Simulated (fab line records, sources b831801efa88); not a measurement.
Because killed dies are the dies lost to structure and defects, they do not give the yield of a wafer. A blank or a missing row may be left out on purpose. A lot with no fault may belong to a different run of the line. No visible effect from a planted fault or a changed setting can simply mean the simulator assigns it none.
Problem report, 8D (eight disciplines) form, completed by code + flow gf180mcu + the parts of the form that need people (team, actions taken, sign-off) are left out

## 1. THE ISSUE
Across 6 wafers from 2 lots, MVPSD_TW at GF_MVPSD_TW_MEAS_11 averages 687.3, while fault-free wafers read 552.0 with a standard deviation of 2.5. That puts it +54 standard deviations away from the usual mean.
Seen first at day 8 16:41 on film-metro-04, wafer L339.1. The record holds 39 wafers of 13 lots with a number at this step. Rule for "out" (also "out of limits"): further than 4 standard deviations from the usual mean. The rest of the wafers with a number are treated as sound.

## 2. WHAT IT IS, AND WHAT IT ISN'T
| question                    | is                           | is not                                                                                 |
|-----------------------------|------------------------------|----------------------------------------------------------------------------------------|
| which readings at this step | MVPSD_TW                     | -                                                                                      |
| which lots                  | L339, L344                   | L325, L327, L329, L330, L331, L334, L337, L340, L342, L345, L347                       |
| which wafers of those lots  | all that have a number       | -                                                                                      |
| read on which gauges        | film-metro-02, film-metro-04 | film-metro-01                                                                          |
| when                        | from day 8 16:41             | up to then (21 sound wafers); but 12 sound wafers of L340, L342, L345, L347 came after |

## 3. THE SUSPECTS, EACH WITH WHAT RULES IT OUT
Counting: a tool at any process step up to the reading remains a suspect when it ran all the lots that are out and ran no sound lot after the first of those.
- the gauge at GF_MVPSD_TW_MEAS_11: ruled out. The wafers that are out were read on 2 gauges (film-metro-02, film-metro-04).
- implanter-04 at GF_MVPSD_IMPLANT_09: kept. It processed each lot that is out, first L339 at day 8 16:26, and no sound lot thereafter; up to then, the last sound lot it processed was L337 at day 8 03:56. Out on those wafers are its own readings of dose-ions-cm2, faraday-current-uA.
The count leaves implanter-04 at GF_MVPSD_IMPLANT_09.

## 4. THE CAUSE (what the simulator had put in)
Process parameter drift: implanter-04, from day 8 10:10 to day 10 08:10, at GF_MVPSD_IMPLANT_09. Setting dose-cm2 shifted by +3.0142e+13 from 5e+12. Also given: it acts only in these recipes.
After counting, this tool was the only one left.

## 5. THE EFFECT CHAIN, in route order
Each row: a reading where the mean over the struck wafers with a number is more than 3 standard deviations away from the usual. Readings are gone through only where the record gives a usual standard deviation; hours: the median, over the lots, of the time from a lot's start at the first step in this table giving one to that lot's start at this step; sigmas: the change measured in usual standard deviations.
| hours | step                     | reading            | usual       | on struck wafers | change | sigmas      |
|-------|--------------------------|--------------------|-------------|------------------|--------|-------------|
| 0     | GF_MVPSD_IMPLANT_09      | dose-ions-cm2      | 5e+12       | 4e+13            | +3e+13 | +99 or more |
| 0     | GF_MVPSD_IMPLANT_09      | faraday-current-uA | 28.1        | 198.3            | +170.2 | +99 or more |
| 0     | GF_MVPSD_TW_MEAS_11      | MVPSD_TW           | 552.0       | 687.3            | +135.3 | +54         |
| 76    | GF_VT_IMPLANT_RS_MEAS_49 | MVPSD_RS           | 1168 ohm/sq | 696              | -472   | -99 or more |
The process steps in it:
- GF_MVPSD_IMPLANT_09
Later steps that measure or inspect, where all struck wafers having a row at the step show a number for every such reading and not one has moved that far: GF_HV_LDD_TW_MEAS_11, GF_M1_OVL_MEAS_15.

## 6. HOW IT WOULD HAVE BEEN CAUGHT EARLIER
7 hours passed between the start of the fault at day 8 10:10 and the first reading out of limits at a measuring or inspecting step in this record, taken at day 8 16:41.
Tool's own readings at GF_MVPSD_IMPLANT_09, dose-ions-cm2, faraday-current-uA: out on all struck wafers the step has rows for; an alarm limit on them would have tripped on the first.
Of the lots that are out (2), L344 began GF_MVPSD_IMPLANT_09 on implanter-04 after day 8 16:41. A hold on the tool at that time would have spared it.
